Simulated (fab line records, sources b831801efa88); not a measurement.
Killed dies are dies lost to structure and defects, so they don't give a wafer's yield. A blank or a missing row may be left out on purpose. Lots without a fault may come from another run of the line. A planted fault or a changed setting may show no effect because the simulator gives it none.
One fault seen from 2 desks | flow sky130 | each desk has only its own numbers; what lay behind them comes last

THE TOOL OWNER'S DESK: litho_track-02
The tool's own readings at SKY_LOCAL_INTERCONNECT_DEVELOP_10 (develop time 60 s): means of the sampled wafers that have a number, for each lot that ran on this tool. A lot is out of limits, marked OUT, if its mean lies more than 4 standard deviations from the usual mean; the brackets give that distance.
Columns: A = chill_plate_temp_C at SKY_LOCAL_INTERCONNECT_DEVELOP_10, usual 22.99 C
lot  | first seen here | A
L392 | day 32 09:00    | 22.96
L403 | day 35 20:00    | 23.08
L402 | day 35 22:00    | 22.89
This desk's finding: nothing out of limits on any of the 3 lots.

THE METROLOGY DESK
What the gauges read, lot by lot, whatever tool the lot ran on: means of the sampled wafers that have a number. A lot is out of limits, marked OUT, if its mean lies more than 4 standard deviations from the usual mean; the brackets give that distance.
Columns: A = LI_CONTACT_W_THK at SKY_LI_CONTACT_THK_MEAS_23, usual 395 nm; B = LOCAL_INTERCONNECT_TIN_RS at SKY_LOCAL_INTERCONNECT_RS_MEAS_01, usual 14.14 ohm/sq; C = LOCAL_INTERCONNECT_TIN_THK at SKY_LOCAL_INTERCONNECT_THK_MEAS_02, usual 100.8 nm; D = cd_nm at SKY_LOCAL_INTERCONNECT_CD_MEAS_11, usual 170.2 nm
lot  | first seen here | A   | B     | C     | D
L392 | day 31 05:23    | 406 | 14.04 | 101.9 | 167.9
L396 | day 32 12:13    | 391 | 13.95 | 101.9 | -
L397 | day 32 20:08    | 395 | 14.40 | 99.7  | -
L403 | day 34 17:53    | 402 | 14.27 | 99.8  | 170.6
L402 | day 34 19:29    | 398 | 14.02 | 100.6 | 168.1
L406 | day 35 13:16    | 390 | 14.06 | 101.6 | 171.6
This desk's finding: nothing out of limits on any of the 6 lots.

PUT TOGETHER
The tool owner's desk saw nothing out of limits.
The metrology desk saw nothing out of limits.

WHAT THE SIMULATOR HAD PUT IN
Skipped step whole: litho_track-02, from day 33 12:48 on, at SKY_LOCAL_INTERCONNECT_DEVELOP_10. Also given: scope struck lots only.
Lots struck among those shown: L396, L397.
